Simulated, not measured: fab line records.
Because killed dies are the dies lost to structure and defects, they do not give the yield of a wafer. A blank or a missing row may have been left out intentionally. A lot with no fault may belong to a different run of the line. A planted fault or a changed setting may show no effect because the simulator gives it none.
2 desks, one fault	flow gf180mcu	numbers are kept per desk, each desk with only its own; the story behind them comes last

== THE TOOL OWNER'S DESK: plasmaAsher-01 ==
The tool's own readings at GF_LVPWELL_STRIP_10 (strips in O2/N2): means of the sampled wafers that have a number, for each lot that ran on this tool. A lot is out of limits, marked OUT, if its mean lies more than 4 standard deviations from the usual mean; the brackets give that distance.
Columns: A = chamberPressureMTorr at GF_LVPWELL_STRIP_10, usual 1500.0 mTorr; B = drypumpMotorCurrentA at GF_LVPWELL_STRIP_10, usual 5.5 A; C = heaterPowerW at GF_LVPWELL_STRIP_10, usual 331 W; D = o2FlowSccm at GF_LVPWELL_STRIP_10, usual 3000 sccm; E = oesProductAu at GF_LVPWELL_STRIP_10, usual 0.723 a.u.; F = stripTimeToEndpointS at GF_LVPWELL_STRIP_10, usual 36.97 s
lot	first seen here	A	B	C	D	E	F
L759	day 3 19:26	1499.4	5.8	321	2998	0.720	36.88
L760	day 4 17:32	1498.1	5.8	325	3003	0.726	36.91
L778	day 8 17:10	1499.3	5.3	318	2998	0.722	37.09
L781	day 9 09:14	1500.9	5.8	325	2999	0.726	36.96
Result from this desk: across the 4 lots, nothing is out of limits.

== THE METROLOGY DESK ==
What the gauges read for every lot (on any tool): the sampled wafers with a number, averaged. A lot is out of limits, marked OUT, if its mean lies more than 4 standard deviations from the usual mean; the brackets give that distance.
Columns: A = MVSD_TW at GF_MVSD_TW_MEAS_11, usual 1586
lot	first seen here	A
L758	day 4 04:02	1576
L759	day 4 09:17	1564
L760	day 5 08:14	1619
L763	day 5 11:20	1583
L762	day 5 13:01	30 (-78) OUT
L764	day 5 17:09	30 (-78) OUT
L765	day 6 02:47	1588
L773	day 8 06:32	1554
L775	day 8 14:13	1557
L776	day 8 21:21	1574
L777	day 9 04:18	1577
L778	day 9 11:11	1582
L780	day 9 22:48	1577
L781	day 10 03:33	1610
Per this desk, out of limits: L762, L764; the first was L762, day 5 13:01 (MVSD_TW at GF_MVSD_TW_MEAS_11). L758, L759, L760, L763, L765, L773, L775, L776, L777, L778, L780, L781: within limits.

== PUT TOGETHER ==
An alarm was possible from the metrology desk at day 5 13:01, on L762, L764.
The desk of the tool owner found nothing out of limits.
The tool owner's desk has no number on record for L762, L764.
On plasmaAsher-01, each named lot ran GF_LVPWELL_STRIP_10.

== WHAT HAD BEEN PUT IN BY THE SIMULATOR ==
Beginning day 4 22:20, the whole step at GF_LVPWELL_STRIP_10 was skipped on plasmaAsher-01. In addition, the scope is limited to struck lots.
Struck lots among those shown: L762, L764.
Per desk, hours elapsed from the start of the fault to the first reading out of limits: for the metrology desk, 15.
